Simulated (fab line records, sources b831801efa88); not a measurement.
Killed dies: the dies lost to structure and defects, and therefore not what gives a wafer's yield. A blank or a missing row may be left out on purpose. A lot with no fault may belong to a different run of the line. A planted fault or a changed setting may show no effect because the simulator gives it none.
Which tool was responsible? :: flow gf180mcu :: 13 lots with 39 wafers sampled at 5 steps, on a route of 602 steps

## WHAT THE GAUGES SHOWED, per wafer
GF_V4_CD_MEAS_14: the cd target is 260 nm. Usual: cdNm at 260.2 nm, with a standard deviation of 1.5.
lot: L524
measured: day 24 04:34
on: cdSem-02
cdNm (nm): 263.0 261.0 261.9
flag: 

lot: L525
measured: day 24 12:37
on: cdSem-02
cdNm (nm): 261.4 260.7 262.1
flag: 

lot: L527
measured: day 25 14:16
on: cdSem-02
cdNm (nm): 256.4 255.1 254.3
flag: OFF

lot: L528
measured: day 25 21:54
on: cdSem-02
cdNm (nm): 255.4 254.8 255.6
flag: OFF

lot: L529
measured: day 26 06:14
on: cdSem-02
cdNm (nm): 260.9 261.2 260.8
flag: 

lot: L531
measured: day 26 13:42
on: cdSem-02
cdNm (nm): 260.1 259.8 260.0
flag: 

lot: L537
measured: day 28 18:57
on: cdSem-02
cdNm (nm): 259.9 257.9 258.7
flag: 

lot: L538
measured: day 29 10:46
on: cdSem-01
cdNm (nm): 258.9 259.3 257.9
flag: 

lot: L542
measured: day 30 10:08
on: cdSem-01
cdNm (nm): 259.3 260.6 261.6
flag: 

lot: L543
measured: day 30 11:04
on: cdSem-02
cdNm (nm): 260.9 261.2 261.6
flag: 

lot: L545
measured: day 30 22:19
on: cdSem-02
cdNm (nm): 259.7 259.1 259.6
flag: 

lot: L546
measured: day 31 01:04
on: cdSem-01
cdNm (nm): 261.1 261.6 260.1
flag: 

lot: L547
measured: day 31 08:14
on: cdSem-01
cdNm (nm): 261.0 261.1 262.6
flag: 

GF_V4_RS_MEAS_24: a four-point-probe measurement. Usual: V4_W_RS 0.328 ohm/sq, standard deviation 0.006.
lot: L524
measured: day 24 05:37
on: filmMetro-04
V4_W_RS (ohm/sq): 0.336 0.336 0.330
flag: 

lot: L525
measured: day 24 13:40
on: filmMetro-04
V4_W_RS (ohm/sq): 0.327 0.328 0.330
flag: 

lot: L527
measured: day 25 15:23
on: filmMetro-03
V4_W_RS (ohm/sq): 0.331 0.331 0.333
flag: 

lot: L528
measured: day 25 22:58
on: filmMetro-03
V4_W_RS (ohm/sq): 0.335 0.338 0.322
flag: 

lot: L529
measured: day 26 07:16
on: filmMetro-03
V4_W_RS (ohm/sq): 0.330 0.329 0.329
flag: 

lot: L531
measured: day 26 14:47
on: filmMetro-02
V4_W_RS (ohm/sq): 0.320 0.339 0.317
flag: 

lot: L537
measured: day 28 20:01
on: filmMetro-03
V4_W_RS (ohm/sq): 0.326 0.326 0.329
flag: 

lot: L538
measured: day 29 11:49
on: filmMetro-02
V4_W_RS (ohm/sq): 0.329 0.324 0.331
flag: 

lot: L542
measured: day 30 11:10
on: filmMetro-04
V4_W_RS (ohm/sq): 0.330 0.328 0.331
flag: 

lot: L543
measured: day 30 12:07
on: filmMetro-03
V4_W_RS (ohm/sq): 0.337 0.333 0.333
flag: 

lot: L545
measured: day 30 23:23
on: filmMetro-04
V4_W_RS (ohm/sq): 0.329 0.328 0.328
flag: 

lot: L546
measured: day 31 02:08
on: filmMetro-02
V4_W_RS (ohm/sq): 0.327 0.329 0.329
flag: 

lot: L547
measured: day 31 09:16
on: filmMetro-02
V4_W_RS (ohm/sq): 0.330 0.333 0.331
flag: 

## WHAT TOOL EACH LOT RAN ON (gives the tool, then ch and the chambers of the sampled wafers, and finally the start)
lot: L524
GF_V3_SPUTTER_22: pvdSputter-03, day 22 04:22
GF_V4_PEB_12: lithoTrack-04 ch 0, day 24 04:13
GF_V4_CVD_23: cvdW-01 ch 0,1, day 24 05:30

lot: L525
GF_V3_SPUTTER_22: pvdSputter-02, day 22 13:29
GF_V4_PEB_12: lithoTrack-04 ch 0, day 24 12:16
GF_V4_CVD_23: cvdW-01 ch 0,1, day 24 13:33

lot: L527
GF_V3_SPUTTER_22: pvdSputter-04, day 23 16:53
GF_V4_PEB_12: lithoTrack-04 ch 0, day 25 13:55
GF_V4_CVD_23: cvdW-01 ch 0,1, day 25 15:17

lot: L528
GF_V3_SPUTTER_22: pvdSputter-04, day 23 23:40
GF_V4_PEB_12: lithoTrack-04 ch 0, day 25 21:27
GF_V4_CVD_23: cvdW-02 ch 0,1, day 25 22:50

lot: L529
GF_V3_SPUTTER_22: pvdSputter-04, day 24 09:17
GF_V4_PEB_12: lithoTrack-02 ch 0, day 26 05:53
GF_V4_CVD_23: cvdW-01 ch 0,1, day 26 07:09

lot: L531
GF_V3_SPUTTER_22: pvdSputter-02, day 24 16:29
GF_V4_PEB_12: lithoTrack-02 ch 0, day 26 13:22
GF_V4_CVD_23: cvdW-02 ch 0,1, day 26 14:40

lot: L537
GF_V3_SPUTTER_22: pvdSputter-04, day 27 01:58
GF_V4_PEB_12: lithoTrack-03 ch 0, day 28 18:38
GF_V4_CVD_23: cvdW-01 ch 0,1, day 28 19:54

lot: L538
GF_V3_SPUTTER_22: pvdSputter-04, day 27 17:55
GF_V4_PEB_12: lithoTrack-04 ch 0, day 29 10:25
GF_V4_CVD_23: cvdW-01 ch 0,1, day 29 11:42

lot: L542
GF_V3_SPUTTER_22: pvdSputter-02, day 28 18:15
GF_V4_PEB_12: lithoTrack-04 ch 0, day 30 09:48
GF_V4_CVD_23: cvdW-01 ch 0,1, day 30 11:02

lot: L543
GF_V3_SPUTTER_22: pvdSputter-03, day 28 18:28
GF_V4_PEB_12: lithoTrack-04 ch 0, day 30 10:43
GF_V4_CVD_23: cvdW-01 ch 0,1, day 30 11:59

lot: L545
GF_V3_SPUTTER_22: pvdSputter-04, day 29 06:32
GF_V4_PEB_12: lithoTrack-03 ch 0, day 30 21:58
GF_V4_CVD_23: cvdW-02 ch 1, day 30 23:16

lot: L546
GF_V3_SPUTTER_22: pvdSputter-02, day 29 10:26
GF_V4_PEB_12: lithoTrack-04 ch 0, day 31 00:43
GF_V4_CVD_23: cvdW-01 ch 0,1, day 31 02:01

lot: L547
GF_V3_SPUTTER_22: pvdSputter-03, day 29 18:13
GF_V4_PEB_12: lithoTrack-02 ch 0, day 31 07:53
GF_V4_CVD_23: cvdW-01 ch 0,1, day 31 09:09
- GF_V3_SPUTTER_22: material TiN, target thk 10 nm, time 40 s.
- GF_V4_PEB_12: peb time 90 s.
- GF_V4_CVD_23: deposits W, target thk 350 nm, time 104.9 s.

## WHAT THE TOOLS THEMSELVES READ (means of the sampled wafers that have a number; where no wafer has one, the mark that the record gives instead)
GF_V3_SPUTTER_22. Usual: throttleValvePct at 30.0 %, with a standard deviation of 0.62.
lot: L524
tool: pvdSputter-03
throttleValvePct (%): 30.3
flag: 

lot: L525
tool: pvdSputter-02
throttleValvePct (%): 30.3
flag: 

lot: L527
tool: pvdSputter-04
throttleValvePct (%): 29.8
flag: 

lot: L528
tool: pvdSputter-04
throttleValvePct (%): 29.4
flag: 

lot: L529
tool: pvdSputter-04
throttleValvePct (%): 29.4
flag: 

lot: L531
tool: pvdSputter-02
throttleValvePct (%): 30.0
flag: 

lot: L537
tool: pvdSputter-04
throttleValvePct (%): 30.0
flag: 

lot: L538
tool: pvdSputter-04
throttleValvePct (%): 29.9
flag: 

lot: L542
tool: pvdSputter-02
throttleValvePct (%): 30.6
flag: 

lot: L543
tool: pvdSputter-03
throttleValvePct (%): 30.6
flag: 

lot: L545
tool: pvdSputter-04
throttleValvePct (%): 29.4
flag: 

lot: L546
tool: pvdSputter-02
throttleValvePct (%): 30.3
flag: 

lot: L547
tool: pvdSputter-03
throttleValvePct (%): 30.0
flag: 

GF_V4_PEB_12. Usual: heaterPowerTotalW at 85.71 W, with a standard deviation of 0.08.
lot: L524
tool: lithoTrack-04
heaterPowerTotalW (W): 85.64
flag: 

lot: L525
tool: lithoTrack-04
heaterPowerTotalW (W): 85.68
flag: 

lot: L527
tool: lithoTrack-04
heaterPowerTotalW (W): 92.06
flag: OFF

lot: L528
tool: lithoTrack-04
heaterPowerTotalW (W): 92.16
flag: OFF

lot: L529
tool: lithoTrack-02
heaterPowerTotalW (W): 85.75
flag: 

lot: L531
tool: lithoTrack-02
heaterPowerTotalW (W): 85.73
flag: 

lot: L537
tool: lithoTrack-03
heaterPowerTotalW (W): 85.73
flag: 

lot: L538
tool: lithoTrack-04
heaterPowerTotalW (W): 85.65
flag: 

lot: L542
tool: lithoTrack-04
heaterPowerTotalW (W): 85.72
flag: 

lot: L543
tool: lithoTrack-04
heaterPowerTotalW (W): 85.77
flag: 

lot: L545
tool: lithoTrack-03
heaterPowerTotalW (W): 85.67
flag: 

lot: L546
tool: lithoTrack-04
heaterPowerTotalW (W): 85.72
flag: 

lot: L547
tool: lithoTrack-02
heaterPowerTotalW (W): 85.67
flag: 

GF_V4_CVD_23. Usual: heaterPowerW at 795 W, with a standard deviation of 84.
lot: L524
tool: cvdW-01
heaterPowerW (W): 771
flag: 

lot: L525
tool: cvdW-01
heaterPowerW (W): 773
flag: 

lot: L527
tool: cvdW-01
heaterPowerW (W): 772
flag: 

lot: L528
tool: cvdW-02
heaterPowerW (W): 746
flag: 

lot: L529
tool: cvdW-01
heaterPowerW (W): 770
flag: 

lot: L531
tool: cvdW-02
heaterPowerW (W): 833
flag: 

lot: L537
tool: cvdW-01
heaterPowerW (W): 768
flag: 

lot: L538
tool: cvdW-01
heaterPowerW (W): 817
flag: 

lot: L542
tool: cvdW-01
heaterPowerW (W): 776
flag: 

lot: L543
tool: cvdW-01
heaterPowerW (W): 752
flag: 

lot: L545
tool: cvdW-02
heaterPowerW (W): 697
flag: 

lot: L546
tool: cvdW-01
heaterPowerW (W): 816
flag: 

lot: L547
tool: cvdW-01
heaterPowerW (W): 827
flag: 

## THE ANSWER, worked out from the rows above alone
Rule: lot off if the mean of its wafers having a number is beyond 3 standard deviations from the usual mean. A lot without any number at a reading at which 4 lots or more have one is off too. The other lots that the step has rows for count as sound. After the gauges, taken in route order, come the tools' own readings; for these a lot's mean is taken, as printed above. At the first step where some lot is off, the reading lying furthest off is the one used; lots without a number count as furthest.
Off: L527, L528, at GF_V4_CD_MEAS_14 (cdNm).
If a tool, at a process step before that reading, ran all the lots that are off and no sound lot after the first of them, it fits. The gauges at GF_V4_CD_MEAS_14 aren't tried: what is off there is off at GF_V4_PEB_12 too, on other tools, and a gauge's error can't cause that. None of those tried fits.

## WHAT WAS PUT IN BY THE SIMULATOR
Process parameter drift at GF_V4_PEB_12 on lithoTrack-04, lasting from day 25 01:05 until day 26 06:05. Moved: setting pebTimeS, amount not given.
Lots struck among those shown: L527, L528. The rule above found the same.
